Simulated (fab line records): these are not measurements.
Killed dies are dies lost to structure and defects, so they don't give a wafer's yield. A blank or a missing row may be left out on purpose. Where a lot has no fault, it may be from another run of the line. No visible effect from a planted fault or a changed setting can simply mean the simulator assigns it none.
Code-filled problem report in 8D (eight disciplines) form -- flow gf180mcu -- the parts of the form that need people (team, actions taken, sign-off) are left out

== 1. WHAT WENT WRONG ==
Wafers without a fault read 0.4001 Pa, standard deviation 0.0008; chamber-pressure-pa at GF_MIM_SPUTTER_08 reads a mean of 0.4264 Pa on 9 wafers belonging to 3 lots. That puts it +33 standard deviations away from the usual mean.
The step: material AlCu, target thk 200 nm, time 10.6 s.
Earliest sighting: wafer L112.1 on pvd-sputter-02 at day 25 11:50. Wafers with a number at this step in the record: 36, from 12 lots. By rule, "out" or "out of limits" means more than 4 standard deviations away from the usual mean. Any other wafer with a number is counted as sound.

== 2. WHAT IT IS AND WHAT IT IS NOT ==
question,is,is not
which readings at this step,chamber-pressure-pa,throttle-valve-pct
which lots,"L112, L113, L114","L111, L121, L122, L125, L127, L129, L130, L131, L132"
which wafers of those lots,all that have a number,-
read on which tools,pvd-sputter-02,"pvd-sputter-01, pvd-sputter-04"
when,from day 25 11:50,"up to then (3 sound wafers); but 24 sound wafers of L121, L122, L125, L127, L129, L130, L131, L132 came after"

== 3. THE SUSPECTS, EACH WITH WHAT RULES IT OUT ==
Counting: any tool at a process step up to the reading is kept as a suspect provided that every lot that is out went through it and no sound lot did after the first of them.
- cmp-02 at GF_V4_CMP_26 (polishes, stops on SiO2, t overpolish 15 s, target thk 0 nm): ruled out as a lasting fault. Sound lots L121 ran on it after its first lot that is out, L112 (day 25 11:11).
- pvd-sputter-02 at GF_MIM_SPUTTER_08 (material AlCu, target thk 200 nm, time 10.6 s): ruled out as a lasting fault. Sound lots L121, L127, L130 ran on it after its first lot that is out, L112 (day 25 11:50).
Left after counting: nothing in the record.

== 4. THE CAUSE (what the simulator had put in) ==
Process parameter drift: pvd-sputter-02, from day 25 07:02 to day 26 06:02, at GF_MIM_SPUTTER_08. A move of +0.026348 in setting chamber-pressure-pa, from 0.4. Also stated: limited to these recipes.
Counting ruled it out, wrongly.

== 5. THE CHAIN OF EFFECTS, in route order ==
One row per reading whose mean, taken over the struck wafers that have a number, lies over 3 standard deviations from the usual. Only readings whose record carries a usual standard deviation are examined. hours: median over the lots of the time between each lot's start at the first step of this table that gives one and its start at this step. sigmas: the change, counted in usual standard deviations.
hours,step,reading,usual,on struck wafers,change,sigmas
0,GF_MIM_SPUTTER_08,chamber-pressure-pa,0.4001 Pa,0.4264,+0.0263,+33
The process steps in it:
- GF_MIM_SPUTTER_08: material AlCu, target thk 200 nm, time 10.6 s.

== 6. HOW IT WOULD HAVE BEEN CAUGHT EARLIER ==
First out-of-limits reading in this record: day 25 11:50, which is 5 hours after fault onset at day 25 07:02.
